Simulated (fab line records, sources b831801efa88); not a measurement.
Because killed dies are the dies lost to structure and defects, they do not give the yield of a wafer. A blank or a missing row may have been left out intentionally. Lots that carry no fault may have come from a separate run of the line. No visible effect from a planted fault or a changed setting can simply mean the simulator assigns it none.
fab line records ; flow sky130
record lots=14; wafers=42; last_day=50
route steps=708 shown VT_ADJUST_PCH@153 LDD_N@245 POLY_CUT@316 LOCAL_INTERCONNECT@398
lots with no fault: from the same line, run without faults
start_h: hours from the record's opening day to when the first of the lot's shown wafers began ; wait_h: how many hours have passed since the lot's step before this one ; " repeats the value in the row above ; L1.1+2: a row that stands for several wafers ; - no value, or no start given ; * or withheld: withheld ; < > ~ a bound
route shown NAME@n: NAME is a module with steps in the file, n the number in the route of the first one ; usual: mean and standard deviation over wafers with no fault ; same: alike in all rows ; chamber/n: place in a boat ; sites: readings site by site ; _std_site: standard deviation of those values ; _edge_site: mean of outer sites minus mean of inner sites ; radius_mm: how far each site lies from the wafer's centre ; mask NAME#n: copy n ; behind: the tool/chamber that last shaped the wafer ; hold: what put the lot on hold/how long, in hours/how the hold closed ; device: which transistor (n, p or np) failed to switch ; end of line: the tests these same wafers got at the end of their route ; a step without rows: its recipe alone ; killed: dies that structure and defects cost at the first sort, which is not the same as the wafer's yield ; map: per-die view of a wafer (x killed, . not killed, _ where there is no die)
set.NAME: the setting that was run; set.NAME@STEP: the one run at that earlier step ; model.NAME: the simulator's own value behind a step, which no gauge read
the route's steps for a sample of lots (tables are steps, rows are wafers)
services: the hour from which a tool's chamber was out of use, counted from the record's first day as start_h (under 0 if before that day), plus the number of hours and why
## steps
# step SKY_VT_ADJUST_PCH_TW_MEAS_10
# usual VT_ADJUST_PCH_TW=142.4/0.67
lot.wafer;tool;chamber;start_h;wait_h;VT_ADJUST_PCH_TW
L129.1;film_metro-03;-;238.96;0.1;143.1
L129.3;film_metro-03;-;238.96;0.1;142.3
L129.4;film_metro-03;-;238.96;0.1;142.5
L131.1;film_metro-01;-;250.56;0.1;141.3
L131.2;film_metro-01;-;250.56;0.1;141.8
L131.6;film_metro-01;-;250.56;0.1;143.0
L132.3;film_metro-04;-;257.68;0.1;142.0
L132.4;film_metro-04;-;257.68;0.1;142.6
L132.5;film_metro-04;-;257.68;0.1;141.7
L133.1;film_metro-03;-;268.66;0.1;142.3
L133.2;film_metro-03;-;268.66;0.1;142.1
L133.4;film_metro-03;-;268.66;0.1;142.4
L134.1;film_metro-03;-;274.86;0.1;143.1
L134.3;film_metro-03;-;274.86;0.1;142.1
L134.4;film_metro-03;-;274.86;0.1;142.3
L135.1;film_metro-01;-;281.41;0.1;142.9
L135.4;film_metro-01;-;281.41;0.1;142.5
L135.6;film_metro-01;-;281.41;0.1;142.0
L136.2;film_metro-03;-;287.87;0.1;142.6
L136.3;film_metro-03;-;287.87;0.1;142.9
L136.5;film_metro-03;-;287.87;0.1;142.9
L144.1;film_metro-03;-;349.06;0.1;142.9
L144.2;film_metro-03;-;349.06;0.1;142.6
L144.5;film_metro-03;-;349.06;0.1;142.6
L145.1;film_metro-03;-;357.09;0.1;142.7
L145.3;film_metro-03;-;357.09;0.1;141.7
L145.5;film_metro-03;-;357.09;0.1;142.2
L146.1;film_metro-04;-;358.84;0.1;142.5
L146.2;film_metro-04;-;358.84;0.1;143.1
L146.5;film_metro-04;-;358.84;0.1;143.1
L147.2;film_metro-01;-;366.42;0.1;143.3
L147.3;film_metro-01;-;366.42;0.1;143.0
L147.6;film_metro-01;-;366.42;0.1;141.8
L148.3;film_metro-03;-;381.81;0.1;142.8
L148.4;film_metro-03;-;381.81;0.1;142.8
L148.5;film_metro-03;-;381.81;0.1;142.2
L149.2;film_metro-01;-;393.57;0.1;141.4
L149.3;film_metro-01;-;393.57;0.1;141.3
L149.6;film_metro-01;-;393.57;0.1;141.7
L151.2;film_metro-04;-;409.30;0.1;144.0
L151.3;film_metro-04;-;409.30;0.1;143.5
L151.4;film_metro-04;-;409.30;0.1;142.7
# step SKY_LDD_N_IMPLANT_08
# recipe species=As; energy_kev=20; dose_cm2=7.5e+13; tilt_deg=withheld; rotation_deg=23
# usual beam_energy_keV=20.001/0.0055; beam_on_s=9.98/0.23
lot.wafer;tool;chamber;start_h;wait_h;beam_energy_keV;beam_on_s
L129.1;implanter-04;0;415.82;0.0;20.010;10.04
L129.3;implanter-04;0;415.82;0.0;20.008;9.96
L129.4;implanter-04;0;415.82;0.0;20.004;9.53
L133.1;implanter-03;0;448.22;0.0;20.000;9.91
L133.2;implanter-03;0;448.22;0.0;19.996;9.76
L133.4;implanter-03;0;448.22;0.0;19.998;10.08
L131.1;implanter-02;0;448.96;0.0;19.994;10.17
L131.2;implanter-02;0;448.96;0.0;19.993;10.37
L131.6;implanter-02;0;448.96;0.0;19.999;9.73
L132.3;implanter-03;0;452.72;0.1;20.002;10.03
L132.4;implanter-03;0;452.72;0.1;20.000;9.80
L132.5;implanter-03;0;452.72;0.1;19.996;9.81
L134.1;implanter-03;0;462.87;0.0;20.007;10.16
L134.3;implanter-03;0;462.87;0.0;20.001;9.93
L134.4;implanter-03;0;462.87;0.0;19.998;9.84
L135.1;implanter-03;-;468.56;0.0;-;-
L135.4;implanter-03;-;468.56;0.0;-;-
L135.6;implanter-03;-;468.56;0.0;-;-
L136.2;implanter-04;-;475.59;0.0;-;-
L136.3;implanter-04;-;475.59;0.0;-;-
L136.5;implanter-04;-;475.59;0.0;-;-
L144.1;implanter-04;0;544.31;0.0;20.005;9.78
L144.2;implanter-04;0;544.31;0.0;20.002;9.81
L144.5;implanter-04;0;544.31;0.0;19.988;9.77
L146.1;implanter-04;0;554.61;0.0;20.010;10.10
L146.2;implanter-04;0;554.61;0.0;19.997;9.75
L146.5;implanter-04;0;554.61;0.0;20.000;10.44
L145.1;implanter-03;0;556.22;0.0;20.010;9.63
L145.3;implanter-03;0;556.22;0.0;20.003;9.79
L145.5;implanter-03;0;556.22;0.0;19.999;9.85
L147.2;implanter-04;0;561.82;0.0;20.002;9.83
L147.3;implanter-04;0;561.82;0.0;20.005;10.21
L147.6;implanter-04;0;561.82;0.0;20.005;9.80
L148.3;implanter-03;0;581.14;0.1;20.000;10.01
L148.4;implanter-03;0;581.14;0.1;20.009;9.41
L148.5;implanter-03;0;581.14;0.1;20.002;10.18
L149.2;implanter-03;0;592.22;0.0;19.999;10.10
L149.3;implanter-03;0;592.22;0.0;20.006;9.51
L149.6;implanter-03;0;592.22;0.0;19.999;9.82
L151.2;implanter-04;0;608.82;0.0;19.998;10.08
L151.3;implanter-04;0;608.82;0.0;20.010;10.26
L151.4;implanter-04;0;608.82;0.0;20.005;9.79
# step SKY_LDD_N_STRIP_16
# recipe chemistry=O2/N2; power_w=1400; pressure_mtorr=1500; platen_temp_c=withheld; o2_flow_sccm=3000; n2_flow_sccm=300; overash_fraction=0.5
# usual drypump_motor_current_A=5.3/0.38; oes_product_au=0.406/0.0046; strip_time_to_endpoint_s=4.319/0.015
lot.wafer;tool;chamber;start_h;wait_h;drypump_motor_current_A;oes_product_au;rf_hours_counter_h;strip_time_to_endpoint_s
L129.1;plasma_asher-03;0;417.02;0.1;5.5;0.403;61;4.319
L129.3;plasma_asher-03;0;417.02;0.1;5.5;0.403;-;4.325
L129.4;plasma_asher-03;1;417.02;0.1;5.3;0.410;-;4.302
L133.1;plasma_asher-01;0;449.42;0.1;4.9;0.403;77;4.320
L133.2;plasma_asher-01;1;449.42;0.1;5.1;0.408;77;4.338
L133.4;plasma_asher-01;0;449.42;0.1;4.9;0.399;-;4.332
L131.1;plasma_asher-01;1;450.16;0.1;5.2;0.406;77;4.313
L131.2;plasma_asher-01;0;450.16;0.1;4.9;0.403;77;4.303
L131.6;plasma_asher-01;0;450.16;0.1;4.9;0.402;-;4.301
L132.3;plasma_asher-03;1;453.90;0.1;5.3;0.406;-;4.333
L132.4;plasma_asher-03;0;453.90;0.1;5.5;0.411;-;4.302
L132.5;plasma_asher-03;0;453.90;0.1;5.5;0.414;-;4.340
L134.1;plasma_asher-01;1;464.07;0.1;5.2;0.398;78;4.295
L134.3;plasma_asher-01;1;464.07;0.1;5.1;0.403;-;4.286
L134.4;plasma_asher-01;0;464.07;0.1;4.9;0.410;-;4.315
L135.1;plasma_asher-01;1;469.76;0.1;5.1;0.402;79;4.115
L135.4;plasma_asher-01;0;469.76;0.1;4.9;0.415;-;4.159
L135.6;plasma_asher-01;0;469.76;0.1;4.9;0.414;-;4.122
L136.2;plasma_asher-03;1;476.77;0.1;5.3;0.410;67;4.147
L136.3;plasma_asher-03;0;476.77;0.1;5.5;0.404;-;4.134
L136.5;plasma_asher-03;1;476.77;0.1;5.4;0.411;-;4.146
L144.1;plasma_asher-04;1;545.51;0.1;4.7;0.409;41;4.299
L144.2;plasma_asher-04;0;545.51;0.1;6.0;0.413;41;4.287
L144.5;plasma_asher-04;0;545.51;0.1;6.0;0.406;-;4.303
L146.1;plasma_asher-04;1;556.85;0.1;4.7;0.406;42;4.305
L146.2;plasma_asher-04;0;556.85;0.1;5.9;0.399;42;4.306
L146.5;plasma_asher-04;0;556.85;0.1;5.9;0.405;-;4.306
L145.1;plasma_asher-03;0;557.42;0.1;5.5;0.408;75;4.313
L145.3;plasma_asher-03;1;557.42;0.1;5.4;0.404;-;4.329
L145.5;plasma_asher-03;1;557.42;0.1;5.4;0.415;-;4.297
L147.2;plasma_asher-04;0;562.99;0.1;5.9;0.410;42;4.321
L147.3;plasma_asher-04;1;562.99;0.1;4.7;0.412;-;4.304
L147.6;plasma_asher-04;1;562.99;0.1;4.7;0.408;-;4.300
L148.3;plasma_asher-04;1;582.33;0.1;4.7;0.411;-;4.352
L148.4;plasma_asher-04;0;582.33;0.1;5.9;0.408;-;4.334
L148.5;plasma_asher-04;1;582.33;0.1;4.7;0.405;-;4.337
L149.2;plasma_asher-04;0;593.39;0.1;5.9;0.408;46;4.310
L149.3;plasma_asher-04;0;593.39;0.1;5.9;0.414;-;4.322
L149.6;plasma_asher-04;1;593.39;0.1;4.7;0.402;-;4.322
L151.2;plasma_asher-01;1;609.99;0.1;5.1;0.410;93;4.334
L151.3;plasma_asher-01;1;609.99;0.1;5.1;0.407;-;4.366
L151.4;plasma_asher-01;0;609.99;0.1;4.9;0.406;-;4.339
# step SKY_LDD_N_TW_MEAS_17
# usual LDD_N_TW=2582/12
lot.wafer;tool;chamber;start_h;wait_h;LDD_N_TW
L129.1;film_metro-03;-;417.12;0.1;2585
L129.3;film_metro-03;-;417.12;0.1;2595
L129.4;film_metro-03;-;417.12;0.1;2593
L133.1;film_metro-01;-;449.52;0.1;2579
L133.2;film_metro-01;-;449.52;0.1;2581
L133.4;film_metro-01;-;449.52;0.1;2599
L131.1;film_metro-01;-;450.26;0.1;2580
L131.2;film_metro-01;-;450.26;0.1;2566
L131.6;film_metro-01;-;450.26;0.1;2576
L132.3;film_metro-02;-;453.99;0.1;2570
L132.4;film_metro-02;-;453.99;0.1;2577
L132.5;film_metro-02;-;453.99;0.1;2605
L134.1;film_metro-02;-;464.17;0.1;2573
L134.3;film_metro-02;-;464.17;0.1;2574
L134.4;film_metro-02;-;464.17;0.1;2575
L135.1;film_metro-02;-;469.86;0.1;2430
L135.4;film_metro-02;-;469.86;0.1;2431
L135.6;film_metro-02;-;469.86;0.1;2443
L136.2;film_metro-01;-;476.88;0.1;2428
L136.3;film_metro-01;-;476.88;0.1;2421
L136.5;film_metro-01;-;476.88;0.1;2428
L144.1;film_metro-01;-;545.61;0.1;2561
L144.2;film_metro-01;-;545.61;0.1;2571
L144.5;film_metro-01;-;545.61;0.1;2579
L146.1;film_metro-02;-;556.95;0.1;2577
L146.2;film_metro-02;-;556.95;0.1;2584
L146.5;film_metro-02;-;556.95;0.1;2566
L145.1;film_metro-01;-;557.52;0.1;2558
L145.3;film_metro-01;-;557.52;0.1;2561
L145.5;film_metro-01;-;557.52;0.1;2567
L147.2;film_metro-02;-;563.10;0.1;2574
L147.3;film_metro-02;-;563.10;0.1;2586
L147.6;film_metro-02;-;563.10;0.1;2580
L148.3;film_metro-01;-;582.41;0.1;2606
L148.4;film_metro-01;-;582.41;0.1;2588
L148.5;film_metro-01;-;582.41;0.1;2597
L149.2;film_metro-02;-;593.50;0.1;2588
L149.3;film_metro-02;-;593.50;0.1;2594
L149.6;film_metro-02;-;593.50;0.1;2598
L151.2;film_metro-01;-;610.10;0.1;2600
L151.3;film_metro-01;-;610.10;0.1;2591
L151.4;film_metro-01;-;610.10;0.1;2590
# step SKY_POLY_CUT_OVL_MEAS_09
# usual POLY_CUT_OVL=0/5.3
lot.wafer;tool;chamber;start_h;wait_h;POLY_CUT_OVL[nm]
L129.1;overlay-01;-;571.33;0.1;8
L129.3;overlay-01;-;571.33;0.1;-1
L129.4;overlay-01;-;571.33;0.1;0
L133.1;overlay-02;-;603.63;0.1;-4
L133.2;overlay-02;-;603.63;0.1;-13
L133.4;overlay-02;-;603.63;0.1;-9
L131.1;overlay-02;-;607.08;0.1;-2
L131.2;overlay-02;-;607.08;0.1;0
L131.6;overlay-02;-;607.08;0.1;-3
L132.3;overlay-02;-;607.44;0.1;-4
L132.4;overlay-02;-;607.44;0.1;6
L132.5;overlay-02;-;607.44;0.1;-4
L134.1;overlay-02;-;616.48;0.1;-3
L134.3;overlay-02;-;616.48;0.1;-2
L134.4;overlay-02;-;616.48;0.1;1
L144.1;overlay-01;-;694.09;0.1;4
L144.2;overlay-01;-;694.09;0.1;-4
L144.5;overlay-01;-;694.09;0.1;4
L146.1;overlay-02;-;703.89;0.1;-3
L146.2;overlay-02;-;703.89;0.1;-5
L146.5;overlay-02;-;703.89;0.1;1
L145.1;overlay-01;-;705.34;0.1;3
L145.3;overlay-01;-;705.34;0.1;-1
L145.5;overlay-01;-;705.34;0.1;3
L147.2;overlay-01;-;707.61;0.1;0
L147.3;overlay-01;-;707.61;0.1;8
L147.6;overlay-01;-;707.61;0.1;0
L148.3;overlay-02;-;728.05;0.1;3
L148.4;overlay-02;-;728.05;0.1;5
L148.5;overlay-02;-;728.05;0.1;0
L149.2;overlay-02;-;737.36;0.1;10
L149.3;overlay-02;-;737.36;0.1;8
L149.6;overlay-02;-;737.36;0.1;9
L151.2;overlay-01;-;753.13;0.1;-8
L151.3;overlay-01;-;753.13;0.1;0
L151.4;overlay-01;-;753.13;0.1;-1
# step SKY_LOCAL_INTERCONNECT_CD_MEAS_11
# recipe target_cd_nm=170
# usual cd_nm=170.1/1.4
lot.wafer;tool;chamber;start_h;wait_h;cd_nm
L129.1;cd_sem-01;-;717.91;-;171.1
L129.3;cd_sem-01;-;717.91;-;170.5
L129.4;cd_sem-01;-;717.91;-;171.4
L133.1;cd_sem-02;-;747.96;-;170.6
L133.2;cd_sem-02;-;747.96;-;171.1
L133.4;cd_sem-02;-;747.96;-;168.6
L131.1;cd_sem-01;-;750.07;-;168.8
L131.2;cd_sem-01;-;750.07;-;169.0
L131.6;cd_sem-01;-;750.07;-;168.9
L132.3;cd_sem-01;-;750.91;-;170.1
L132.4;cd_sem-01;-;750.91;-;171.6
L132.5;cd_sem-01;-;750.91;-;170.8
L134.1;cd_sem-01;-;761.16;-;173.4
L134.3;cd_sem-01;-;761.16;-;171.4
L134.4;cd_sem-01;-;761.16;-;172.5
L144.1;cd_sem-02;-;832.01;-;170.4
L144.2;cd_sem-02;-;832.01;-;170.5
L144.5;cd_sem-02;-;832.01;-;169.0
L146.1;cd_sem-01;-;841.06;-;168.4
L146.2;cd_sem-01;-;841.06;-;170.5
L146.5;cd_sem-01;-;841.06;-;170.8
L145.1;cd_sem-01;-;842.21;-;167.6
L145.3;cd_sem-01;-;842.21;-;169.2
L145.5;cd_sem-01;-;842.21;-;170.3
L147.2;cd_sem-02;-;845.73;-;171.8
L147.3;cd_sem-02;-;845.73;-;170.6
L147.6;cd_sem-02;-;845.73;-;171.9
L148.3;cd_sem-01;-;863.91;-;169.5
L148.4;cd_sem-01;-;863.91;-;170.0
L148.5;cd_sem-01;-;863.91;-;170.6
L149.2;cd_sem-02;-;874.03;-;168.9
L149.3;cd_sem-02;-;874.03;-;167.9
L149.6;cd_sem-02;-;874.03;-;171.1
L151.2;cd_sem-01;-;889.14;-;169.0
L151.3;cd_sem-01;-;889.14;-;168.9
L151.4;cd_sem-01;-;889.14;-;168.3
## services
tool;chamber;start_h;hours;kind
plasma_asher-01;-;408.87;9.4;repair
plasma_asher-04;-;419.74;0.4;repair
implanter-02;-;454.99;6.1;repair
plasma_asher-03;-;461.51;1.4;repair
implanter-02;-;472.65;4.0;pm
implanter-02;-;481.34;1.2;repair
implanter-02;-;530.72;2.5;repair
implanter-02;-;551.21;5.7;pm
implanter-04;-;573.32;13.5;pm
plasma_asher-01;-;578.85;2.8;pm
plasma_asher-01;-;591.32;3.3;repair
plasma_asher-03;-;601.09;52.7;repair
## key
first_sign step=SKY_LDD_N_IMPLANT_08; reading=tool_record; direction=missing
effect step=SKY_LDD_N_STRIP_16; reading=strip_time_to_endpoint_s; direction=down; sigmas=12; usual=*; struck=*
effect step=SKY_LDD_N_TW_MEAS_17; reading=LDD_N_TW; direction=down; sigmas=13; usual=2582; struck=2430
met_at SKY_LDD_N_IMPLANT_08
struck_lots L135,L136
later_rows_left_out L135.1,L135.4,L135.6,L136.2,L136.3,L136.5
sort_left_out L135.1,L135.4,L135.6,L136.2,L136.3,L136.5
tester_left_out L135,L136
not_acting_at SKY_VT_ADJUST_PCH_TW_MEAS_10,SKY_POLY_CUT_OVL_MEAS_09,SKY_LOCAL_INTERCONNECT_CD_MEAS_11
onset_between 462.87 468.56
fault kind=skipped_step_whole; tool=implanter-03,implanter-04; chamber=-; onset_h=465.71; steps=SKY_LDD_N_IMPLANT_08; scope=struck_lots_only
# tester_left_out: of these lots the tester's yield and bins aren't shown, on N5 and GAA mostly nor the transistor test; their killed dies are dies lost to structure and defects alone, not to doping, threshold or leakage, so they don't give the yield
# sort_left_out: the simulated sort isn't trusted on such a fault, so these wafers' sort isn't shown, and their yield isn't known
# later_rows_left_out: the simulator's readings of these wafers behind a module that went badly wrong aren't trusted and aren't shown, but for the sort
